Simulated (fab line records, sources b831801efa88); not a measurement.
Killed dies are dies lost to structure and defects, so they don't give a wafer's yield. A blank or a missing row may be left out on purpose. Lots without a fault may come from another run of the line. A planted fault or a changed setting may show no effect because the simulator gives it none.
Which tool did it? | flow gf180mcu | 24 lots, 72 wafers sampled, at 5 steps of a route of 602

WHAT THE GAUGES READ, wafer by wafer
GF_STI_BOW_MEAS_00.
lot  | measured    | on            | INCOMING_BOW (um)
L074 | day 1 10:01 | film_metro-03 | -1 -1 4
L075 | day 1 15:01 | film_metro-01 | 0 -2 -2
L076 | day 1 20:00 | film_metro-04 | 7 -6 3
L077 | day 2 01:00 | film_metro-03 | -5 -9 -1
L078 | day 2 06:00 | film_metro-04 | 1 4 -4
L079 | day 2 11:02 | film_metro-03 | 15 20 -7
L080 | day 2 16:00 | film_metro-04 | -3 -12 5
L081 | day 2 21:00 | film_metro-01 | -5 2 3
L082 | day 3 02:01 | film_metro-04 | -6 5 1
L083 | day 3 07:02 | film_metro-03 | -2 -3 7
L084 | day 3 12:00 | film_metro-04 | -4 -16 0
L085 | day 3 17:02 | film_metro-04 | 0 -6 3
L086 | day 3 22:01 | film_metro-04 | -8 -2 2
L087 | day 4 03:00 | film_metro-01 | -3 6 -18
L088 | day 4 08:01 | film_metro-03 | 4 0 -11
L089 | day 4 13:00 | film_metro-03 | -2 0 3
L090 | day 4 18:02 | film_metro-04 | 6 -6 9
L091 | day 4 23:00 | film_metro-01 | 10 1 -4
L092 | day 5 04:01 | film_metro-01 | -3 3 2
L093 | day 5 09:01 | film_metro-01 | -19 -1 -1
L094 | day 5 14:00 | film_metro-01 | 2 0 3
L095 | day 5 19:00 | film_metro-04 | -8 2 6
L096 | day 6 00:05 | film_metro-04 | -6 -3 -7
L097 | day 6 05:01 | film_metro-04 | -16 -1 -2

GF_HV_LDD_CD_MEAS_46: target cd 400 nm.
lot  | measured     | on        | cd_nm (nm)
L074 | day 12 09:03 | cd_sem-02 | 395.0 397.6 398.1
L075 | day 12 17:30 | cd_sem-02 | 398.7 398.4 397.0
L076 | day 13 01:05 | cd_sem-02 | 397.9 399.1 399.2
L077 | day 13 17:27 | cd_sem-02 | 399.6 399.6 399.9
L078 | day 13 14:27 | cd_sem-01 | 402.2 401.2 400.6
L079 | day 13 20:19 | cd_sem-01 | 400.7 401.0 401.2
L080 | day 14 06:33 | cd_sem-01 | 398.5 399.5 399.2
L081 | day 14 12:51 | cd_sem-01 | 397.7 399.4 398.4
L082 | day 15 00:38 | cd_sem-01 | 396.3 399.2 397.8
L083 | day 15 05:42 | cd_sem-02 | 397.6 399.4 398.0
L084 | day 15 15:04 | cd_sem-01 | 399.4 400.0 397.4
L085 | day 16 03:38 | cd_sem-02 | 398.7 399.5 399.2
L086 | day 16 10:15 | cd_sem-01 | 399.1 400.5 402.1
L087 | day 17 03:49 | cd_sem-01 | 400.0 402.1 398.5
L088 | day 17 05:25 | cd_sem-02 | 398.2 398.1 399.6
L089 | day 17 10:53 | cd_sem-02 | 399.8 397.1 400.5
L090 | day 17 18:58 | cd_sem-02 | 399.2 399.7 399.6
L091 | day 18 03:03 | cd_sem-02 | 401.6 398.9 400.0
L092 | day 18 08:49 | cd_sem-02 | 397.1 400.6 402.4
L093 | day 18 15:53 | cd_sem-02 | 400.6 398.3 400.4
L094 | day 19 03:14 | cd_sem-02 | 398.7 400.7 402.0
L095 | day 19 12:52 | cd_sem-02 | 399.4 398.8 398.3
L096 | day 19 20:39 | cd_sem-02 | 400.9 397.8 397.1
L097 | day 20 07:55 | cd_sem-02 | 398.3 399.7 399.4

GF_HV_LDD_OVL_MEAS_47.
lot  | measured     | on         | HV_LDD_03_OVL (nm)
L074 | day 12 09:09 | overlay-01 | 2.9 1.6 1.7
L075 | day 12 17:36 | overlay-01 | 3.2 0.8 1.5
L076 | day 13 01:12 | overlay-01 | 2.8 1.7 3.6
L077 | day 13 17:34 | overlay-01 | 0.7 -0.3 -0.1
L078 | day 13 14:34 | overlay-01 | 4.3 4.0 4.4
L079 | day 13 20:25 | overlay-01 | 1.9 2.5 1.9
L080 | day 14 06:40 | overlay-01 | 3.1 2.3 1.9
L081 | day 14 12:58 | overlay-02 | 3.8 4.3 4.0
L082 | day 15 00:44 | overlay-02 | 3.0 0.2 0.0
L083 | day 15 05:47 | overlay-01 | 2.5 2.1 3.3
L084 | day 15 15:11 | overlay-02 | -1.2 -0.7 1.9
L085 | day 16 03:44 | overlay-02 | 3.3 1.9 1.3
L086 | day 16 10:21 | overlay-01 | 3.0 2.1 3.4
L087 | day 17 03:56 | overlay-01 | 1.7 0.5 2.0
L088 | day 17 05:32 | overlay-01 | 3.5 3.1 2.4
L089 | day 17 11:00 | overlay-01 | 3.7 3.8 4.4
L090 | day 17 19:04 | overlay-02 | 4.2 1.4 2.0
L091 | day 18 03:10 | overlay-02 | 0.5 1.1 0.8
L092 | day 18 08:56 | overlay-01 | 2.0 5.5 2.8
L093 | day 18 15:59 | overlay-02 | 1.4 2.1 2.8
L094 | day 19 03:21 | overlay-02 | 2.3 3.3 1.8
L095 | day 19 12:59 | overlay-02 | 1.7 2.0 1.8
L096 | day 19 20:46 | overlay-01 | 0.5 1.0 0.2
L097 | day 20 08:02 | overlay-02 | -0.4 1.8 1.3

GF_V2_BOW_MEAS_05.
lot  | measured     | on            | V2_BOW (um)
L074 | day 19 06:40 | film_metro-02 | 91 93 96
L075 | day 19 17:23 | film_metro-02 | 99 99 98
L076 | day 20 02:44 | film_metro-04 | 112 98 106
L077 | day 20 21:06 | film_metro-04 | 96 93 100
L078 | day 20 18:36 | film_metro-03 | 101 104 98
L079 | day 20 22:44 | film_metro-02 | 113 115 88
L080 | day 21 13:40 | film_metro-03 | 94 83 102
L081 | day 21 20:22 | film_metro-03 | 91 98 100
L082 | day 22 09:55 | film_metro-04 | 93 107 101
L083 | day 22 16:38 | film_metro-03 | 102 101 109
L084 | day 22 23:15 | film_metro-04 | 103 91 107
L085 | day 23 13:34 | film_metro-04 | 103 95 106
L086 | day 23 20:10 | film_metro-02 | 95 103 107
L087 | day 24 11:56 | film_metro-02 | 92 102 78
L088 | day 24 13:02 | film_metro-03 | 105 99 90
L089 | day 24 19:19 | film_metro-03 | 99 100 101
L090 | day 25 00:35 | film_metro-02 | 108 97 113
L091 | day 25 07:21 | film_metro-02 | 114 107 100
L092 | day 25 15:11 | film_metro-03 | 100 106 104
L093 | day 25 20:09 | film_metro-03 | 92 108 109
L094 | day 26 05:53 | film_metro-03 | 110 107 110
L095 | day 26 15:07 | film_metro-02 | 96 104 108
L096 | day 26 23:00 | film_metro-02 | 91 97 94
L097 | day 27 07:48 | film_metro-03 | 92 104 105

WHICH TOOL RAN EACH LOT (tool, then ch and the chambers of the sampled wafers, then the start)
lot  | GF_SAB_ETCH_11
L074 | rie_diel-04 ch 0,2,3, day 15 02:23
L075 | rie_diel-02 ch 0,1,3, day 15 12:29
L076 | rie_diel-04 ch 0,2, day 15 20:29
L077 | rie_diel-03 ch 1,3, day 16 14:41
L078 | rie_diel-03 ch 0,1,3, day 16 10:47
L079 | rie_diel-03 ch 1,2,3, day 16 16:22
L080 | rie_diel-02 ch 0,1, day 17 06:13
L081 | rie_diel-04 ch 0,1,3, day 17 12:47
L082 | rie_diel-02 ch 0,2,3, day 18 02:10
L083 | rie_diel-04 ch 1,2,3, day 18 09:11
L084 | rie_diel-02 ch 2,3, day 18 16:11
L085 | rie_diel-02 ch 0,3, day 19 08:04
L086 | rie_diel-04 ch 0,3, day 19 15:17
L087 | rie_diel-02 ch 0,2,3, day 20 07:56
L088 | rie_diel-03 ch 2,3, day 20 09:00
L089 | rie_diel-03 ch 1,2,3, day 20 15:10
L090 | rie_diel-04 ch 1,2,3, day 20 22:31
L091 | rie_diel-02 ch 0,1,2, day 21 07:40
L092 | rie_diel-03 ch 1,3, day 21 12:50
L093 | rie_diel-03 ch 0,1,3, day 21 20:41
L094 | rie_diel-04 ch 0,1,2, day 22 07:45
L095 | rie_diel-02 ch 0,1,2, day 22 16:32
L096 | rie_diel-04 ch 0,2,3, day 23 01:39
L097 | rie_diel-02 ch 1,2, day 23 10:16
- GF_SAB_ETCH_11: etches SiO2 in C4F8/O2/Ar, target depth 55 nm, time 8.5 s.

WHAT THE TOOLS THEMSELVES READ (means of the sampled wafers that have a number; where no wafer has one, the mark that the record gives instead)
GF_SAB_ETCH_11.
lot  | tool        | chamber_pressure_mTorr (mTorr) | oes_product_au (a.u.)
L074 | rie_diel-04 | 40.03                          | 0.999
L075 | rie_diel-02 | 40.04                          | 0.998
L076 | rie_diel-04 | 39.97                          | 0.996
L077 | rie_diel-03 | 39.99                          | 1.001
L078 | rie_diel-03 | 40.00                          | 1.005
L079 | rie_diel-03 | 40.00                          | 1.005
L080 | rie_diel-02 | 40.02                          | 1.001
L081 | rie_diel-04 | 40.01                          | 1.000
L082 | rie_diel-02 | 40.01                          | 1.004
L083 | rie_diel-04 | 39.98                          | 0.992
L084 | rie_diel-02 | 39.99                          | 1.006
L085 | rie_diel-02 | 40.01                          | 1.004
L086 | rie_diel-04 | 40.02                          | 0.995
L087 | rie_diel-02 | 40.00                          | 0.995
L088 | rie_diel-03 | 40.02                          | 0.983
L089 | rie_diel-03 | 40.01                          | 0.999
L090 | rie_diel-04 | 40.03                          | 0.993
L091 | rie_diel-02 | 39.99                          | 0.995
L092 | rie_diel-03 | 40.02                          | 0.992
L093 | rie_diel-03 | 40.01                          | 0.995
L094 | rie_diel-04 | 40.01                          | 0.995
L095 | rie_diel-02 | 39.96                          | 1.007
L096 | rie_diel-04 | 40.00                          | 1.002
L097 | rie_diel-02 | 40.03                          | 0.993

THE ANSWER, worked out from the rows above alone
Rule: what is usual is taken from the lots themselves. Put in order of their means at a reading, lots are off if they are a third of the lots or fewer, leave a main group of 4 or more, and stand apart from it by a gap of 3 or more times the standard deviation of the main group's means; of several such gaps the widest counts. A main group whose means are all the same, to the digits that the tables above print for the reading, isn't used. A lot without any number at a reading at which 4 lots or more have one is off too. The other lots that the step has rows for count as sound. The gauges are gone through in route order, then the tools' own readings, and for those a lot's mean is taken as printed above. The first step at which some lot is off is used, and at that step the reading that is off furthest; a lot without a number counts as furthest.
No lot is off at any reading shown: from this, nothing can be told.

WHAT THE SIMULATOR HAD PUT IN
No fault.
